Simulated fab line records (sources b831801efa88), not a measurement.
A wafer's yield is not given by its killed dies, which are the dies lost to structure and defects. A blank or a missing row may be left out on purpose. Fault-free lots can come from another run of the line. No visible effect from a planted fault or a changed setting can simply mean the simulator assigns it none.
The same fault as seen by 2 desks / flow sky130 / each desk has only its own numbers; what lay behind them comes last

DESK OF THE TOOL OWNER: wet bench-04
The tool's own readings at SKY_FIELD_ISO_WET_ETCH_28 (etches SiO2 in dHF, target depth 23.7 nm, time 47 s): means of the sampled wafers that have a number, for each lot that ran on this tool. Any lot whose mean is over 4 standard deviations away from the usual mean is out of limits and marked OUT; that distance is given in the brackets.
Columns: A = run length s at SKY_FIELD_ISO_WET_ETCH_28, usual 76 s
lot=L997; first seen here=day 3 04:46; A=79
lot=L998; first seen here=day 3 11:53; A=74
lot=L110; first seen here=day 5 19:50; A=93 (+5.2) OUT
This desk's verdict: out of limits on L110, starting with L110 at day 5 19:50 (run length s at SKY_FIELD_ISO_WET_ETCH_28). L997, L998: within limits.

THE METROLOGY DESK
Means of the sampled wafers that have a number, per lot and without regard to the tool the lot ran on: this is what the gauges read. Any lot whose mean is over 4 standard deviations away from the usual mean is out of limits and marked OUT; that distance is given in the brackets.
Columns: A = cd nm at SKY_SONOS_ONO_CD_MEAS_13, usual 410.5 nm; B = GATE_OXIDE_OVL at SKY_GATE_OXIDE_OVL_MEAS_10, usual 0.4 nm
lot=L994; first seen here=day 12 12:26; A=409.4; B=2.3
lot=L995; first seen here=day 12 22:06; A=411.4; B=2.8
lot=L996; first seen here=day 13 15:42; A=408.1; B=2.1
lot=L997; first seen here=day 14 03:04; A=413.1; B=0.5
lot=L999; first seen here=day 14 10:52; A=405.8; B=-1.5
lot=L998; first seen here=day 14 11:25; A=407.1; B=0.4
lot=L100; first seen here=day 14 18:02; A=410.0; B=2.2
lot=L101; first seen here=day 15 09:44; A=410.2; B=-0.6
lot=L102; first seen here=day 15 11:46; A=409.1; B=1.2
lot=L110; first seen here=day 18 03:56; A=410.7; B=-3.0
lot=L113; first seen here=day 19 04:26; A=411.8; B=1.4
lot=L115; first seen here=day 19 17:55; A=411.5; B=-0.1
lot=L117; first seen here=day 20 16:49; A=411.0; B=1.3
This desk's verdict: no lot among the 13 shows anything out of limits.

TAKEN TOGETHER
The tool owner's desk could have raised an alarm at day 5 19:50, on L110.
From the metrology desk's view, nothing was out of limits.
The metrology desk has L110 on record, within its limits.
Every lot named ran SKY_FIELD_ISO_WET_ETCH_28 on wet bench-04.

WHAT HAD BEEN PUT IN BY THE SIMULATOR
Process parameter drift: wet bench-04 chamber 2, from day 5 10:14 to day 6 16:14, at SKY_FIELD_ISO_WET_ETCH_28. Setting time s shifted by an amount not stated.
Struck lots among those shown: L110.
How many hours passed from the start of the fault until each desk's first out-of-limits reading: the tool owner's desk, 10.
